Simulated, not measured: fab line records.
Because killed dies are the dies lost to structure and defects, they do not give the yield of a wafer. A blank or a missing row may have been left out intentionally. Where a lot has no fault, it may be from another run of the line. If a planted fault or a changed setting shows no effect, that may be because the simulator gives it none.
Matching of chambers    flow gf180mcu    4 sister chambers for GF_CONTACT_CMP_27 on cmp-01
The step polishes, stops on SiO2, t overpolish 15 s, target thk 0 nm. 14 wafers are shown with their chamber, then 7 later ones without.

== WAFERS WITH THEIR CHAMBER ==
wafer   chamber  overpolish run s (s)  time to endpoint s (s)  motor current A (A)
L323.3  0        14.997                82                      9.8
L323.4  1        15.001                75                      9.5
L323.5  2        15.002                78                      10.0
L324.1  3        15.019                71                      10.0
L324.2  0        14.999                82                      10.5
L324.4  1        14.989                73                      9.6
L327.3  0        14.999                72                      10.8
L327.4  1        15.005                68                      9.4
L327.5  3        15.011                64                      11.0
L328.4  1        15.004                71                      9.8
L328.5  2        14.988                75                      10.1
L328.6  1        15.009                72                      9.7
L331.1  0        15.001                75                      10.7
L331.3  1        15.004                69                      9.6

SIGNATURES (means of the wafers above)
reading             chamber 0  chamber 1  chamber 2  chamber 3  scatter within a chamber
overpolish run s    14.99900   15.00200   14.99500   15.01500   0.00612
time to endpoint s  77.75      71.33      76.50      67.50      3.73
motor current A     10.450     9.600      10.050     10.500     0.349
Rule: a wafer's distance from a chamber is the root of the sum, over the readings, of the square of ((its reading less the chamber's mean) divided by the reading's scatter). If the next closest chamber is less than 2 further off than the closest, the wafer can't be placed; otherwise it belongs to the closest. How the scatter is found: for the shown wafers, subtract from each reading the mean of its chamber, square and add these, divide the total by (wafers less chambers), then take the root.

== WAFERS WITH NO CHAMBER GIVEN ==
wafer   overpolish run s (s)  time to endpoint s (s)  motor current A (A)
L331.5  15.006                76                      10.4
L342.1  15.003                68                      9.8
L342.2  15.007                73                      9.7
L342.5  14.999                72                      10.1
L343.1  14.996                72                      9.3
L343.2  14.997                71                      11.1
L343.4  15.017                74                      10.1

== WHICH CHAMBER EACH ONE RAN IN ==
wafer   from the rows above                in truth
L331.5  can't be placed: 0 or 2 or 1 or 3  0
L342.1  can't be placed: 1 or 2 or 3       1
L342.2  can't be placed: 1 or 2 or 0       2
L342.5  can't be placed: 2 or 1 or 0 or 3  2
L343.1  can't be placed: 1 or 2            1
L343.2  can't be placed: 0 or 2 or 3 or 1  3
L343.4  can't be placed: 3 or 1 or 0 or 2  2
0 of 7 placed correctly. Not placeable from these rows: 7 (in 7, the candidates include the true chamber). Wrongly placed: 0.
